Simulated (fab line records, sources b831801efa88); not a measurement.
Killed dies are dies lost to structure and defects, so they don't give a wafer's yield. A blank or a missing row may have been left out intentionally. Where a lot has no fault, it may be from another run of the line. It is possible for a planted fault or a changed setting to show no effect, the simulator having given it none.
Check of tool commonality :: flow sky130 :: Sampled: 12 lots, 36 wafers

WHAT PROMPTED THE OPENING
Of 12 lots, 2 have the reading LDD_P_TW flagged at SKY_LDD_P_TW_MEAS_11. Fault-free wafers read 633, with a standard deviation of 7.4.
Rule: a lot gets a flag if all its wafers with a number sit over 4 standard deviations from that mean, or if no wafer of it has a number. The other lots count as sound.

lot: L533
measured: day 19 02:32
on: film_metro-03
LDD_P_TW, wafer by wafer: 633 629 627
flag: 

lot: L534
measured: day 19 13:13
on: film_metro-01
LDD_P_TW, wafer by wafer: 636 639 636
flag: 

lot: L535
measured: day 20 00:17
on: film_metro-03
LDD_P_TW, wafer by wafer: 626 627 630
flag: 

lot: L539
measured: day 21 13:14
on: film_metro-02
LDD_P_TW, wafer by wafer: 644 643 645
flag: 

lot: L540
measured: day 21 16:29
on: film_metro-01
LDD_P_TW, wafer by wafer: 633 630 631
flag: 

lot: L541
measured: day 23 02:11
on: film_metro-01
LDD_P_TW, wafer by wafer: 634 633 630
flag: 

lot: L547
measured: day 24 17:50
on: film_metro-03
LDD_P_TW, wafer by wafer: 626 629 629
flag: 

lot: L549
measured: day 25 01:03
on: film_metro-03
LDD_P_TW, wafer by wafer: 717 723 719
flag: FLAGGED

lot: L548
measured: day 25 03:26
on: film_metro-02
LDD_P_TW, wafer by wafer: 738 739 743
flag: FLAGGED

lot: L554
measured: day 26 20:18
on: film_metro-01
LDD_P_TW, wafer by wafer: 635 635 636
flag: 

lot: L555
measured: day 27 04:53
on: film_metro-01
LDD_P_TW, wafer by wafer: 635 633 636
flag: 

lot: L556
measured: day 27 05:37
on: film_metro-02
LDD_P_TW, wafer by wafer: 647 649 648
flag: 
Average over the flagged lots: 730; offset from the usual +97, equal to +13 standard deviations.

TOOL THAT RAN EACH LOT
2 process steps preceding the reading are held in the record, out of 708 steps in the route. Each cell gives the tool, then ch followed by the chambers the sampled wafers passed through, then the start.
lot: L533
flag: 
SKY_POLY_GATE_ETCH_15: rie_diel-02 ch 0,2,3, day 16 10:50
SKY_LDD_P_IMPLANT_09: implanter-02 ch 0, day 19 02:17

lot: L534
flag: 
SKY_POLY_GATE_ETCH_15: rie_diel-04 ch 0,2, day 16 21:50
SKY_LDD_P_IMPLANT_09: implanter-02 ch 0, day 19 12:58

lot: L535
flag: 
SKY_POLY_GATE_ETCH_15: rie_diel-04 ch 0,1,2, day 17 06:02
SKY_LDD_P_IMPLANT_09: implanter-01 ch 0, day 20 00:02

lot: L539
flag: 
SKY_POLY_GATE_ETCH_15: rie_diel-02 ch 1,3, day 18 20:14
SKY_LDD_P_IMPLANT_09: implanter-04 ch 0, day 21 13:00

lot: L540
flag: 
SKY_POLY_GATE_ETCH_15: rie_diel-04 ch 0,1,2, day 18 23:44
SKY_LDD_P_IMPLANT_09: implanter-04 ch 0, day 21 16:16

lot: L541
flag: 
SKY_POLY_GATE_ETCH_15: rie_diel-01 ch 2,3, day 20 09:32
SKY_LDD_P_IMPLANT_09: implanter-02 ch 0, day 23 01:56

lot: L547
flag: 
SKY_POLY_GATE_ETCH_15: rie_diel-01 ch 0,1,2, day 22 01:34
SKY_LDD_P_IMPLANT_09: implanter-04 ch 0, day 24 17:35

lot: L549
flag: FLAGGED
SKY_POLY_GATE_ETCH_15: rie_diel-01 ch 2,3, day 22 10:14
SKY_LDD_P_IMPLANT_09: implanter-02 ch 0, day 25 00:49

lot: L548
flag: FLAGGED
SKY_POLY_GATE_ETCH_15: rie_diel-04 ch 2,3, day 22 12:38
SKY_LDD_P_IMPLANT_09: implanter-02 ch 0, day 25 03:12

lot: L554
flag: 
SKY_POLY_GATE_ETCH_15: rie_diel-04 ch 1,2,3, day 24 05:20
SKY_LDD_P_IMPLANT_09: implanter-04 ch 0, day 26 20:04

lot: L555
flag: 
SKY_POLY_GATE_ETCH_15: rie_diel-04 ch 0,2,3, day 24 15:29
SKY_LDD_P_IMPLANT_09: implanter-04 ch 0, day 27 04:40

lot: L556
flag: 
SKY_POLY_GATE_ETCH_15: rie_diel-01 ch 0,1,3, day 24 15:29
SKY_LDD_P_IMPLANT_09: implanter-01 ch 0, day 27 05:22
What is done by these steps:
- SKY_POLY_GATE_ETCH_15: etches BARC in N2/H2, stops on SiO2, time 118.5 s, target depth 110 nm.
- SKY_LDD_P_IMPLANT_09
- SKY_LDD_P_TW_MEAS_11

FLAGGED OVER TOTAL, TOOL BY TOOL (the gauges that took the reading come last)
step: SKY_POLY_GATE_ETCH_15
tool: rie_diel-01
lots run: 4
flagged: 1
share of the flagged lots: some
sound lots run after its first flagged lot: 1 (L556)

step: SKY_POLY_GATE_ETCH_15
tool: rie_diel-02
lots run: 2
flagged: 0
share of the flagged lots: none
sound lots run after its first flagged lot: -

step: SKY_POLY_GATE_ETCH_15
tool: rie_diel-04
lots run: 6
flagged: 1
share of the flagged lots: some
sound lots run after its first flagged lot: 2 (L554,L555)

step: SKY_LDD_P_IMPLANT_09
tool: implanter-01
lots run: 2
flagged: 0
share of the flagged lots: none
sound lots run after its first flagged lot: -

step: SKY_LDD_P_IMPLANT_09
tool: implanter-02
lots run: 5
flagged: 2
share of the flagged lots: all
sound lots run after its first flagged lot: 0

step: SKY_LDD_P_IMPLANT_09
tool: implanter-04
lots run: 5
flagged: 0
share of the flagged lots: none
sound lots run after its first flagged lot: -

step: SKY_LDD_P_TW_MEAS_11
tool: film_metro-01
lots run: 5
flagged: 0
share of the flagged lots: none
sound lots run after its first flagged lot: -

step: SKY_LDD_P_TW_MEAS_11
tool: film_metro-02
lots run: 3
flagged: 1
share of the flagged lots: some
sound lots run after its first flagged lot: 1 (L556)

step: SKY_LDD_P_TW_MEAS_11
tool: film_metro-03
lots run: 4
flagged: 1
share of the flagged lots: some
sound lots run after its first flagged lot: 0

WHAT THE TABLE ALLOWS
Rows of the table that ran each flagged lot: 1, that is implanter-02 at SKY_LDD_P_IMPLANT_09.
- implanter-02 at SKY_LDD_P_IMPLANT_09: 2 of its 5 lots flagged. Its last sound lot is L541 (day 23 01:56), its first flagged lot L549 (day 25 00:49): a fault that began between those two fits. Its own readings lie more than 4 standard deviations out on every wafer of the flagged lots: dose_ions_cm2, faraday_current_uA.
Left over: one tool, implanter-02 at SKY_LDD_P_IMPLANT_09.

WHAT THE SIMULATOR HAD PUT IN
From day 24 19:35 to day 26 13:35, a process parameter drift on implanter-02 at SKY_LDD_P_IMPLANT_09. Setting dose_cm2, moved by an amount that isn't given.
Struck lots among those shown: L549, L548. The same result came from the rule above.
